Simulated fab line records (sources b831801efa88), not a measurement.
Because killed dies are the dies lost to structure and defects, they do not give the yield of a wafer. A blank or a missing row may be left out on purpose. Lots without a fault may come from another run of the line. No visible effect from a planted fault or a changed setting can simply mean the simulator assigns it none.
A lot that was struck, set against a sound lot | flow gf180mcu | 15 steps out of a route of 602
Sound: wafers L106.4, L106.5, L106.6. Wafers L121.3, L121.4, L121.6 were the ones struck. At the end, the cause is stated.
Each step with rows lists, per side, the tool, then ch with its chambers, then its first start. Under that, the readings that differ: sound wafers | struck wafers | difference of the means | sigmas: that difference in standard deviations of wafers without a fault.
alike: readings with means less than 2 such deviations apart, plus words and numbers identical on both sides. not compared: withheld readings, readings lacking a value on some wafer, bounds such as >300 that could conceal the same value, and numbers that have no deviation in the record and whose values overlap.
Wherever a step has rows on one side only, a row that says differs or no value, or a row with sigmas, the two part there. Non-overlapping numbers with no deviation appear without sigmas and do not part them. A reading that every wafer of one side lacks parts them only if that side has two wafers or more.

first, 4 steps without rows for these wafers: GF_VT_IMPLANT_SOFTBAKE_14 (time 60 s); GF_VT_IMPLANT_EXPOSE_15 (exposes mask Nwell LV AREA, target cd 860 nm); GF_VT_IMPLANT_PEB_16; GF_VT_IMPLANT_DEVELOP_17 (develop time 60 s).
GF_VT_IMPLANT_OVL_MEAS_18:
  sound on overlay-01 at day 6 23:44; struck on overlay-01 at day 11 07:40
  reading                | sound        | struck         | difference | sigmas
  VT_IMPLANT_01_OVL (nm) | -0.3 0.3 2.5 | -1.8 -3.3 -2.9 | -3.5       | -2
after that, 1 step had no rows for these wafers: GF_VT_IMPLANT_IMPLANT_19.
GF_VT_IMPLANT_STRIP_20: strips in O2/N2.
  sound on plasma asher-01 ch 0,1, day 6 23:56; struck on plasma asher-02 ch 0,1, day 11 07:53
  reading                      | sound             | struck            | difference | sigmas
  drypump motor current A (A)  | 5.4 5.4 5.7       | 6.4 6.4 6.4       | +0.9       | +2
  strip time to endpoint s (s) | 12.64 12.64 12.66 | 12.56 12.58 12.55 | -0.08      | -2
  alike: heater power w, oes product au
  not compared: rf hours counter h
GF_VT_IMPLANT_TW_MEAS_21:
  sound on film metro-04 at day 7 00:01; struck on film metro-04 at day 11 07:58
  alike: VT_IMPLANT_2_TW
then, 4 steps without rows for these wafers: GF_VT_IMPLANT_DEHYDRATE_22 (time 60 s); GF_VT_IMPLANT_HMDS_23 (prime time 60 s); GF_VT_IMPLANT_COAT_24 (resist thk 1000 nm); GF_VT_IMPLANT_SOFTBAKE_25 (time 60 s).
GF_VT_IMPLANT_EXPOSE_26: exposes mask LVPWELL HV AREA, target cd 860 nm.
  sound on iline stepper-01 ch 0, day 7 08:14; struck on iline stepper-01 ch 0, day 11 17:33
  reading              | sound                | struck               | difference | sigmas
  exposure dose mJ cm2 | 140.14 139.95 140.08 | 135.48 135.70 135.37 | -4.54      | -32
  alike: mask
after that, 1 step had no rows for these wafers: GF_VT_IMPLANT_PEB_27.
GF_PASSIVATION_PROBE_99:
  the record has rows for the sound wafers here (prober-02, day 30 02:02) and none for the struck ones

WHERE THEY PART
Earliest at GF_VT_IMPLANT_OVL_MEAS_18; latest, in this record, at GF_PASSIVATION_PROBE_99.

WHY: what had been put in by the simulator
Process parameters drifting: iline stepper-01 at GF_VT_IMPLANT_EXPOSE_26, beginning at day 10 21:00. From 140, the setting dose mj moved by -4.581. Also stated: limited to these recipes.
